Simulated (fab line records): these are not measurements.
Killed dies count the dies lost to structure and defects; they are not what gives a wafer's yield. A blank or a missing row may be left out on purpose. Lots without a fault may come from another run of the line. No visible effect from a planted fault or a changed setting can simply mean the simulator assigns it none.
What tool caused it? / flow gf180mcu / 39 wafers from 13 lots sampled at 5 of the route's 602 steps

## WHAT THE GAUGES READ, wafer by wafer
GF_V4_THK_MEAS_01.
lot=L799; measured=day 23 14:19; on=film-metro-04; V4_CVD_00_THK (nm)=586 588 598
lot=L800; measured=day 23 20:40; on=film-metro-04; V4_CVD_00_THK (nm)=594 587 601
lot=L802; measured=day 24 18:04; on=film-metro-04; V4_CVD_00_THK (nm)=609 604 597
lot=L803; measured=day 24 23:43; on=film-metro-04; V4_CVD_00_THK (nm)=593 596 603
lot=L804; measured=day 25 12:44; on=film-metro-04; V4_CVD_00_THK (nm)=610 617 613
lot=L805; measured=day 25 20:44; on=film-metro-03; V4_CVD_00_THK (nm)=605 596 606
lot=L806; measured=day 26 02:46; on=film-metro-03; V4_CVD_00_THK (nm)=592 603 597
lot=L807; measured=day 26 08:16; on=film-metro-03; V4_CVD_00_THK (nm)=595 597 593
lot=L808; measured=day 26 17:04; on=film-metro-04; V4_CVD_00_THK (nm)=598 611 598
lot=L809; measured=day 27 02:47; on=film-metro-03; V4_CVD_00_THK (nm)=596 600 605
lot=L811; measured=day 27 07:58; on=film-metro-01; V4_CVD_00_THK (nm)=597 591 595
lot=L810; measured=day 27 08:20; on=film-metro-01; V4_CVD_00_THK (nm)=592 594 592
lot=L820; measured=day 30 00:08; on=film-metro-03; V4_CVD_00_THK (nm)=605 602 593

GF_V4_THK_MEAS_03.
lot=L799; measured=day 23 14:27; on=film-metro-01; V4_CVD_02_THK (nm)=841 874 867
lot=L800; measured=day 23 20:48; on=film-metro-03; V4_CVD_02_THK (nm)=856 845 864
lot=L802; measured=day 24 18:12; on=film-metro-03; V4_CVD_02_THK (nm)=859 855 863
lot=L803; measured=day 24 23:51; on=film-metro-01; V4_CVD_02_THK (nm)=838 841 838
lot=L804; measured=day 25 12:52; on=film-metro-01; V4_CVD_02_THK (nm)=827 853 853
lot=L805; measured=day 25 20:52; on=film-metro-01; V4_CVD_02_THK (nm)=822 861 853
lot=L806; measured=day 26 02:53; on=film-metro-04; V4_CVD_02_THK (nm)=838 829 844
lot=L807; measured=day 26 08:25; on=film-metro-03; V4_CVD_02_THK (nm)=855 862 881
lot=L808; measured=day 26 17:12; on=film-metro-03; V4_CVD_02_THK (nm)=848 845 853
lot=L809; measured=day 27 02:55; on=film-metro-01; V4_CVD_02_THK (nm)=867 875 879
lot=L811; measured=day 27 08:06; on=film-metro-03; V4_CVD_02_THK (nm)=840 855 846
lot=L810; measured=day 27 08:28; on=film-metro-04; V4_CVD_02_THK (nm)=848 853 855
lot=L820; measured=day 30 00:16; on=film-metro-03; V4_CVD_02_THK (nm)=837 792 854

## TOOL THAT RAN EACH LOT (tool first, then ch and the chambers of the sampled wafers, then the start)
lot=L799; GF_M4_SPUTTER_00=pvd-sputter-02, day 22 13:58; GF_M4_SPUTTER_02=pvd-sputter-02, day 22 14:05; GF_V4_CVD_02=pecvd-02 ch 0,1,2, day 23 14:22
lot=L800; GF_M4_SPUTTER_00=pvd-sputter-04, day 22 21:04; GF_M4_SPUTTER_02=pvd-sputter-04, day 22 21:11; GF_V4_CVD_02=pecvd-04 ch 0,1,2, day 23 20:44
lot=L802; GF_M4_SPUTTER_00=pvd-sputter-02, day 23 19:11; GF_M4_SPUTTER_02=pvd-sputter-02, day 23 19:19; GF_V4_CVD_02=pecvd-02 ch 0,2, day 24 18:07
lot=L803; GF_M4_SPUTTER_00=pvd-sputter-04, day 24 00:29; GF_M4_SPUTTER_02=pvd-sputter-04, day 24 00:37; GF_V4_CVD_02=pecvd-04 ch 1,2, day 24 23:47
lot=L804; GF_M4_SPUTTER_00=pvd-sputter-02, day 24 13:47; GF_M4_SPUTTER_02=pvd-sputter-02, day 24 13:55; GF_V4_CVD_02=pecvd-02 ch 0,2, day 25 12:46
lot=L805; GF_M4_SPUTTER_00=pvd-sputter-02, day 24 22:20; GF_M4_SPUTTER_02=pvd-sputter-02, day 24 22:28; GF_V4_CVD_02=pecvd-04 ch 0,1,2, day 25 20:46
lot=L806; GF_M4_SPUTTER_00=pvd-sputter-01, day 25 03:52; GF_M4_SPUTTER_02=pvd-sputter-01, day 25 03:59; GF_V4_CVD_02=pecvd-01 ch 0,2, day 26 02:49
lot=L807; GF_M4_SPUTTER_00=pvd-sputter-04, day 25 10:44; GF_M4_SPUTTER_02=pvd-sputter-04, day 25 10:52; GF_V4_CVD_02=pecvd-02 ch 1,2, day 26 08:19
lot=L808; GF_M4_SPUTTER_00=pvd-sputter-02, day 25 19:43; GF_M4_SPUTTER_02=pvd-sputter-02, day 25 19:50; GF_V4_CVD_02=pecvd-01 ch 0,1, day 26 17:08
lot=L809; GF_M4_SPUTTER_00=pvd-sputter-01, day 26 04:58; GF_M4_SPUTTER_02=pvd-sputter-01, day 26 05:06; GF_V4_CVD_02=pecvd-02 ch 0,2, day 27 02:50
lot=L811; GF_M4_SPUTTER_00=pvd-sputter-02, day 26 11:08; GF_M4_SPUTTER_02=pvd-sputter-02, day 26 11:16; GF_V4_CVD_02=pecvd-01 ch 0,1,2, day 27 08:01
lot=L810; GF_M4_SPUTTER_00=pvd-sputter-01, day 26 11:08; GF_M4_SPUTTER_02=pvd-sputter-01, day 26 11:16; GF_V4_CVD_02=pecvd-02 ch 0,2, day 27 08:23
lot=L820; GF_M4_SPUTTER_00=pvd-sputter-02, day 29 04:51; GF_M4_SPUTTER_02=pvd-sputter-02, day 29 04:59; GF_V4_CVD_02=pecvd-04 ch 0,1,2, day 30 00:11
- GF_M4_SPUTTER_00: material Ti, target thk 37.5 nm, time 150 s.
- GF_M4_SPUTTER_02: material AlCu, target thk 450 nm, time 23.9 s.
- GF_V4_CVD_02: deposits SiO2 from TEOS, target thk 850 nm, time 94.851 s.

## WHAT THE TOOLS THEMSELVES READ (means of the sampled wafers that have a number; where no wafer has one, the mark that the record gives instead)
GF_M4_SPUTTER_00.
lot=L799; tool=pvd-sputter-02; throttle-valve-pct (%)=29.0
lot=L800; tool=pvd-sputter-04; throttle-valve-pct (%)=29.4
lot=L802; tool=pvd-sputter-02; throttle-valve-pct (%)=30.0
lot=L803; tool=pvd-sputter-04; throttle-valve-pct (%)=29.9
lot=L804; tool=pvd-sputter-02; throttle-valve-pct (%)=29.3
lot=L805; tool=pvd-sputter-02; throttle-valve-pct (%)=29.3
lot=L806; tool=pvd-sputter-01; throttle-valve-pct (%)=29.6
lot=L807; tool=pvd-sputter-04; throttle-valve-pct (%)=29.3
lot=L808; tool=pvd-sputter-02; throttle-valve-pct (%)=30.0
lot=L809; tool=pvd-sputter-01; throttle-valve-pct (%)=29.7
lot=L811; tool=pvd-sputter-02; throttle-valve-pct (%)=28.9
lot=L810; tool=pvd-sputter-01; throttle-valve-pct (%)=29.9
lot=L820; tool=pvd-sputter-02; throttle-valve-pct (%)=29.1

GF_M4_SPUTTER_02.
lot=L799; tool=pvd-sputter-02; throttle-valve-pct (%)=29.0
lot=L800; tool=pvd-sputter-04; throttle-valve-pct (%)=29.2
lot=L802; tool=pvd-sputter-02; throttle-valve-pct (%)=29.8
lot=L803; tool=pvd-sputter-04; throttle-valve-pct (%)=29.9
lot=L804; tool=pvd-sputter-02; throttle-valve-pct (%)=29.3
lot=L805; tool=pvd-sputter-02; throttle-valve-pct (%)=29.3
lot=L806; tool=pvd-sputter-01; throttle-valve-pct (%)=29.7
lot=L807; tool=pvd-sputter-04; throttle-valve-pct (%)=29.4
lot=L808; tool=pvd-sputter-02; throttle-valve-pct (%)=30.1
lot=L809; tool=pvd-sputter-01; throttle-valve-pct (%)=29.8
lot=L811; tool=pvd-sputter-02; throttle-valve-pct (%)=29.0
lot=L810; tool=pvd-sputter-01; throttle-valve-pct (%)=29.8
lot=L820; tool=pvd-sputter-02; throttle-valve-pct (%)=29.0

GF_V4_CVD_02.
lot=L799; tool=pecvd-02; heater-power-w (W)=798
lot=L800; tool=pecvd-04; heater-power-w (W)=702
lot=L802; tool=pecvd-02; heater-power-w (W)=715
lot=L803; tool=pecvd-04; heater-power-w (W)=721
lot=L804; tool=pecvd-02; heater-power-w (W)=715
lot=L805; tool=pecvd-04; heater-power-w (W)=762
lot=L806; tool=pecvd-01; heater-power-w (W)=605
lot=L807; tool=pecvd-02; heater-power-w (W)=691
lot=L808; tool=pecvd-01; heater-power-w (W)=661
lot=L809; tool=pecvd-02; heater-power-w (W)=658
lot=L811; tool=pecvd-01; heater-power-w (W)=659
lot=L810; tool=pecvd-02; heater-power-w (W)=657
lot=L820; tool=pecvd-04; heater-power-w (W)=674

## THE ANSWER, worked out from the rows above alone
Rule: the usual values come from the lots themselves. Put in order of their means at a reading, lots are off if they are a third of the lots or fewer, leave a main group of 4 or more, and stand apart from it by a gap of 3 or more times the standard deviation of the main group's means; of several such gaps the widest counts. A main group is skipped when, at the precision printed for the reading in the tables above, its means are all equal. A lot without any number at a reading at which 4 lots or more have one is off too. The other lots that the step has rows for count as sound. The gauges are gone through in route order, then the tools' own readings, and for those a lot's mean is taken as printed above. The first step at which some lot is off is used, and at that step the reading that is off furthest; a lot without a number counts as furthest.
Across all readings shown, no lot is off: no conclusion can be drawn from this.

## WHAT THE SIMULATOR HAD INSERTED
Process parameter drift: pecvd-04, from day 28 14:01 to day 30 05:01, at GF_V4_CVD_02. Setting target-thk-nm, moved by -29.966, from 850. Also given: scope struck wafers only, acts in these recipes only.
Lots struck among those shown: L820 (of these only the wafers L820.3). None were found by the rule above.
